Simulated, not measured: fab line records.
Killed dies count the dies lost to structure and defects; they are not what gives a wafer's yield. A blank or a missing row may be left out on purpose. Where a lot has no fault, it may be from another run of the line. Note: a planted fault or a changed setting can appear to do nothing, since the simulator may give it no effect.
Which tool is to blame? | flow gf180mcu | Sampling: 14 lots, 42 wafers, 4 of 602 route steps

## WHAT THE GAUGES READ, wafer by wafer
GF_VT_IMPLANT_TW_MEAS_32.
lot  | measured     | on            | VT_IMPLANT_3_TW
L177 | day 6 23:17  | film_metro-03 | 268.7 270.4 270.9
L181 | day 7 22:26  | film_metro-01 | 267.8 266.9 265.8
L184 | day 8 19:27  | film_metro-01 | 267.8 267.3 268.5
L185 | day 9 08:56  | film_metro-01 | 268.1 266.7 267.6
L186 | day 9 16:29  | film_metro-03 | 270.5 270.2 268.9
L187 | day 9 18:52  | film_metro-03 | 270.7 268.8 271.0
L188 | day 10 03:40 | film_metro-01 | 267.0 266.8 267.5
L194 | day 11 11:45 | film_metro-04 | 266.4 266.6 264.5
L195 | day 11 19:34 | film_metro-04 | 265.4 265.6 264.4
L196 | day 12 02:18 | film_metro-03 | 269.2 268.0 268.0
L197 | day 12 05:43 | film_metro-03 | 269.6 269.4 268.9
L198 | day 12 13:08 | film_metro-01 | 266.9 265.8 267.0
L199 | day 12 20:59 | film_metro-03 | 269.8 268.2 268.8
L200 | day 13 02:20 | film_metro-03 | 271.0 269.9 269.2

GF_VT_IMPLANT_RS_MEAS_46: uses a four-point probe to measure.
lot  | measured     | on            | MVSD_RS (ohm/sq)
L177 | day 7 14:30  | film_metro-02 | 456.1 457.4 456.3
L181 | day 8 15:20  | film_metro-04 | 452.6 453.0 454.1
L184 | day 9 11:56  | film_metro-02 | 454.1 453.9 455.1
L185 | day 10 03:16 | film_metro-03 | 458.2 459.0 459.2
L186 | day 10 10:32 | film_metro-03 | 459.0 458.5 458.8
L187 | day 10 12:44 | film_metro-04 | 456.9 457.7 457.9
L188 | day 10 20:33 | film_metro-03 | 458.9 460.4 459.0
L194 | day 12 06:38 | film_metro-02 | 455.9 455.2 455.2
L195 | day 12 14:53 | film_metro-02 | 455.4 456.7 455.2
L196 | day 12 21:43 | film_metro-02 | 456.9 457.0 458.4
L197 | day 13 00:37 | film_metro-03 | 459.2 458.2 457.4
L198 | day 13 08:05 | film_metro-02 | 455.8 456.1 456.4
L199 | day 13 15:22 | film_metro-03 | 457.6 457.9 456.4
L200 | day 13 21:38 | film_metro-03 | 459.3 457.9 458.1

GF_POLY_GATE_OVL_MEAS_11.
lot  | measured     | on         | POLY_GATE_OVL (nm)
L177 | day 9 04:28  | overlay-02 | -4 0 2
L181 | day 10 06:09 | overlay-02 | -3 -4 -5
L184 | day 11 11:10 | overlay-02 | - - -
L185 | day 12 04:16 | overlay-02 | - - -
L186 | day 12 10:40 | overlay-01 | -7 6 -6
L187 | day 12 10:30 | overlay-02 | -6 -6 -2
L188 | day 12 20:22 | overlay-01 | 3 8 0
L194 | day 14 09:16 | overlay-02 | -3 -4 -8
L195 | day 14 18:49 | overlay-01 | -3 1 -6
L196 | day 15 05:13 | overlay-02 | 0 6 4
L197 | day 15 04:34 | overlay-02 | -9 -15 -13
L198 | day 15 12:37 | overlay-02 | 2 4 3
L199 | day 15 16:09 | overlay-02 | -3 -4 -6
L200 | day 16 00:43 | overlay-01 | 4 0 0

## WHICH TOOL RAN EACH LOT (tool, then ch and the chambers of the sampled wafers, then the start)
lot  | GF_POLY_GATE_DEVELOP_09
L177 | litho_track-03 ch 0, day 9 04:13
L181 | litho_track-04 ch 0, day 10 05:53
L184 | litho_track-03, day 11 10:53
L185 | litho_track-03, day 12 04:01
L186 | litho_track-02 ch 0, day 12 10:23
L187 | litho_track-04 ch 0, day 12 10:14
L188 | litho_track-04 ch 0, day 12 20:09
L194 | litho_track-04 ch 0, day 14 09:02
L195 | litho_track-03 ch 0, day 14 18:34
L196 | litho_track-04 ch 0, day 15 04:59
L197 | litho_track-03 ch 0, day 15 04:19
L198 | litho_track-02 ch 0, day 15 12:20
L199 | litho_track-04 ch 0, day 15 15:54
L200 | litho_track-03 ch 0, day 16 00:29
- GF_POLY_GATE_DEVELOP_09: develop time 60 s.

## AS READ BY THE TOOLS THEMSELVES (means over the sampled wafers that have a number; for cases with no such wafer, the mark the record gives instead)
GF_POLY_GATE_DEVELOP_09.
lot  | tool           | chill_plate_temp_C (C)
L177 | litho_track-03 | 23.16
L181 | litho_track-04 | 23.03
L184 | litho_track-03 | -
L185 | litho_track-03 | -
L186 | litho_track-02 | 23.03
L187 | litho_track-04 | 22.90
L188 | litho_track-04 | 22.99
L194 | litho_track-04 | 22.93
L195 | litho_track-03 | 23.06
L196 | litho_track-04 | 23.13
L197 | litho_track-03 | 22.95
L198 | litho_track-02 | 23.02
L199 | litho_track-04 | 23.03
L200 | litho_track-03 | 22.95

## THE ANSWER, worked out from the rows above alone
Rule: the usual values come from the lots themselves. Put in order of their means at a reading, lots are off if they are a third of the lots or fewer, leave a main group of 4 or more, and stand apart from it by a gap of 3 or more times the standard deviation of the main group's means; of several such gaps the widest counts. Not used: any main group whose means are identical at the precision the tables above print for the reading. A lot without any number at a reading at which 4 lots or more have one is off too. Where the step has rows for the other lots, those lots are counted as sound. Order of review: gauges by route order, followed by the tools' own readings, for which a lot's mean as printed above is used. At the first step where some lot is off, the reading lying furthest off is the one used; lots without a number count as furthest.
Off: L184, L185, at GF_POLY_GATE_OVL_MEAS_11 (POLY_GATE_OVL). Without a number there: L184, L185. The main group: mean -2 nm, standard deviation 4.4.
A tool fits if, at a process step before that reading, it ran every lot that is off, and no sound lot after the first of them. The gauges at GF_POLY_GATE_OVL_MEAS_11 aren't tried: what is off there is off at GF_POLY_GATE_DEVELOP_09 too, on other tools, and a gauge's error can't cause that. Of those tried, none fits.

## WHAT THE SIMULATOR HAD INSERTED
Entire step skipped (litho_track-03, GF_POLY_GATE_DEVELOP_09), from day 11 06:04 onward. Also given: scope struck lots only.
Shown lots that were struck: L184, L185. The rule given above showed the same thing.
